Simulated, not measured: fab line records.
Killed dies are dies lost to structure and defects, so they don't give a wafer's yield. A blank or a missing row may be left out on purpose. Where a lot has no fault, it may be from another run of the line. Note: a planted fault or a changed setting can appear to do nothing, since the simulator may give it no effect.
Which tool was responsible? | flow sky130 | Sampling: 11 lots, 33 wafers, 6 of 708 route steps

## WHAT THE GAUGES SHOWED, per wafer
SKY_LDD_LDN_TW_MEAS_13.
lot  | measured     | on            | LDD_LDN_TW
L842 | day 23 08:41 | film-metro-01 | 1482 1479 1485
L843 | day 23 15:40 | film-metro-01 | 1489 1481 1486
L844 | day 23 20:34 | film-metro-02 | 1498 1499 1498
L845 | day 25 00:22 | film-metro-01 | 1476 1482 1476
L848 | day 25 19:42 | film-metro-04 | 1497 1490 1494
L847 | day 25 22:33 | film-metro-04 | 1487 1492 1497
L849 | day 26 05:50 | film-metro-04 | 1485 1489 1485
L850 | day 26 06:44 | film-metro-04 | 1493 1482 1489
L859 | day 29 05:43 | film-metro-04 | 1491 1488 1487
L863 | day 30 17:10 | film-metro-01 | 1482 1479 1468
L864 | day 30 19:47 | film-metro-01 | 1473 1476 1479

SKY_SD_P_TW_MEAS_11.
lot  | measured     | on            | SD_P_TW
L842 | day 26 01:29 | film-metro-03 | 2877 2884 2874
L843 | day 26 04:54 | film-metro-02 | 2863 2858 2857
L844 | day 26 09:08 | film-metro-01 | 2841 2844 2841
L845 | day 27 13:53 | film-metro-02 | 2863 2846 2853
L848 | day 28 06:32 | film-metro-01 | 2824 2836 2839
L847 | day 28 08:43 | film-metro-02 | 2854 2848 2857
L849 | day 28 16:32 | film-metro-01 | 2833 2834 2833
L850 | day 28 18:14 | film-metro-02 | 2839 2845 2833
L859 | day 31 16:32 | film-metro-02 | 2835 2819 2833
L863 | day 33 02:11 | film-metro-02 | 2844 2840 2851
L864 | day 33 04:19 | film-metro-02 | 2860 2855 2835

SKY_CONTACT_RS_MEAS_25: the measuring method here is four-point-probe.
lot  | measured     | on            | CONTACT_W_RS (ohm/sq)
L842 | day 32 01:40 | film-metro-02 | 0.340 0.340 0.336
L843 | day 32 07:24 | film-metro-01 | 0.340 0.340 0.337
L844 | day 32 10:25 | film-metro-01 | 0.338 0.341 0.338
L845 | day 33 14:20 | film-metro-01 | 0.340 0.333 0.340
L848 | day 34 05:08 | film-metro-04 | 0.337 0.335 0.338
L847 | day 34 06:46 | film-metro-01 | 0.336 0.337 0.337
L849 | day 34 14:10 | film-metro-04 | 0.339 0.335 0.337
L850 | day 34 16:18 | film-metro-04 | 0.334 0.340 0.335
L859 | day 37 12:13 | film-metro-04 | 0.414 0.415 0.338 0.414 0.416 0.338
L863 | day 38 19:12 | film-metro-04 | 0.332 0.331 0.334
L864 | day 38 21:18 | film-metro-02 | 0.333 0.335 0.338

SKY_CONTACT_THK_MEAS_26: measures by xrf.
lot  | measured     | on            | CONTACT_W_THK (nm)
L842 | day 32 01:47 | film-metro-02 | 344 343 347
L843 | day 32 07:30 | film-metro-01 | 340 343 344
L844 | day 32 10:30 | film-metro-01 | 344 339 341
L845 | day 33 14:26 | film-metro-01 | 336 345 338
L848 | day 34 05:14 | film-metro-04 | 343 343 338
L847 | day 34 06:53 | film-metro-01 | 344 343 343
L849 | day 34 14:17 | film-metro-04 | 339 344 340
L850 | day 34 16:24 | film-metro-04 | 344 340 344
L859 | day 37 16:53 | film-metro-04 | 277 276 339 279 277 341
L863 | day 38 19:19 | film-metro-04 | 347 348 347
L864 | day 38 21:25 | film-metro-02 | 350 349 347

## WHAT TOOL EACH LOT RAN ON (gives the tool, then ch and the chambers of the sampled wafers, and finally the start)
lot  | SKY_SD_P_STRIP_10                    | SKY_CONTACT_CVD_24
L842 | plasma-asher-01 ch 0,1, day 26 01:23 | cvd-w-02 ch 0,1, day 32 01:33
L843 | plasma-asher-01 ch 0,1, day 26 04:49 | cvd-w-02 ch 0,1, day 32 07:17
L844 | plasma-asher-02 ch 0,1, day 26 09:02 | cvd-w-02 ch 0,1, day 32 10:17
L845 | plasma-asher-01 ch 0,1, day 27 13:47 | cvd-w-02 ch 0,1, day 33 14:13
L848 | plasma-asher-02 ch 0,1, day 28 06:26 | cvd-w-01 ch 0,1, day 34 05:00
L847 | plasma-asher-04 ch 0,1, day 28 08:37 | cvd-w-01 ch 0,1, day 34 06:38
L849 | plasma-asher-04 ch 0,1, day 28 16:26 | cvd-w-01 ch 0,1, day 34 14:03
L850 | plasma-asher-04 ch 0,1, day 28 18:08 | cvd-w-02 ch 0,1, day 34 16:11
L859 | plasma-asher-04 ch 0,1, day 31 16:26 | cvd-w-01 ch 0,1, day 37 12:07
L863 | plasma-asher-02 ch 0,1, day 33 02:05 | cvd-w-02 ch 0,1, day 38 19:05
L864 | plasma-asher-04 ch 0,1, day 33 04:13 | cvd-w-02 ch 0,1, day 38 21:11
- SKY_SD_P_STRIP_10: strips in O2/N2.
- SKY_CONTACT_CVD_24: deposits W, target thk 340 nm, time 102.12 s.

## WHAT THE TOOLS THEMSELVES READ (means of the sampled wafers that have a number; where no wafer has one, the mark that the record gives instead)
SKY_SD_P_STRIP_10.
lot  | tool            | drypump-motor-current-A (A) | oes-product-au (a.u.) | strip-time-to-endpoint-s (s)
L842 | plasma-asher-01 | 5.28                        | 0.621                 | 17.47
L843 | plasma-asher-01 | 5.28                        | 0.618                 | 17.47
L844 | plasma-asher-02 | 5.37                        | 0.614                 | 17.44
L845 | plasma-asher-01 | 5.28                        | 0.615                 | 17.51
L848 | plasma-asher-02 | 5.37                        | 0.617                 | 17.50
L847 | plasma-asher-04 | 5.77                        | 0.613                 | 17.56
L849 | plasma-asher-04 | 5.70                        | 0.620                 | 17.53
L850 | plasma-asher-04 | 5.70                        | 0.615                 | 17.49
L859 | plasma-asher-04 | 5.72                        | 0.617                 | 17.44
L863 | plasma-asher-02 | 5.37                        | 0.616                 | 17.54
L864 | plasma-asher-04 | 5.69                        | 0.619                 | 17.43

SKY_CONTACT_CVD_24.
lot  | tool     | heater-power-w (W) | susceptor-temp-C (C)
L842 | cvd-w-02 | 895                | 400.07
L843 | cvd-w-02 | 880                | 399.95
L844 | cvd-w-02 | 873                | 399.80
L845 | cvd-w-02 | 883                | 399.87
L848 | cvd-w-01 | 1038               | 399.88
L847 | cvd-w-01 | 989                | 399.92
L849 | cvd-w-01 | 1030               | 400.06
L850 | cvd-w-02 | 875                | 400.07
L859 | cvd-w-01 | 1017               | 399.97
L863 | cvd-w-02 | 875                | 400.12
L864 | cvd-w-02 | 884                | 400.08

## THE ANSWER, worked out from the rows above alone
Rule: what is usual is taken from the lots themselves. The widest of any qualifying gaps counts: lots, ordered by their means at a reading, are off when they make up no more than a third of the lots, leave a main group of 4 or more, and stand apart from it by 3 or more times the standard deviation of that group's means. A main group is skipped when, at the precision printed for the reading in the tables above, its means are all equal. A lot without any number at a reading at which 4 lots or more have one is off too. All remaining lots with rows at the step are treated as sound. Order of review: gauges by route order, followed by the tools' own readings, for which a lot's mean as printed above is used. At the first step where some lot is off, the reading lying furthest off is the one used; lots without a number count as furthest.
Off: at SKY_CONTACT_RS_MEAS_25 (CONTACT_W_RS), L859. Main group: mean 0.337 ohm/sq, sd 0.0019.
A tool fits if, at a process step before that reading, it ran every lot that is off, and no sound lot after the first of them. The gauges at SKY_CONTACT_RS_MEAS_25 are tried like those tools. One fits: SKY_CONTACT_CVD_24 on cvd-w-01. Its last sound lot is L849 (day 34 14:03), its first lot that is off L859 (day 37 12:07): a fault that began between those two fits.

## WHAT WAS PUT IN BY THE SIMULATOR
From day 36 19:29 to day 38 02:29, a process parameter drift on cvd-w-01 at SKY_CONTACT_CVD_24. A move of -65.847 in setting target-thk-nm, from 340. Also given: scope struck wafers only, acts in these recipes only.
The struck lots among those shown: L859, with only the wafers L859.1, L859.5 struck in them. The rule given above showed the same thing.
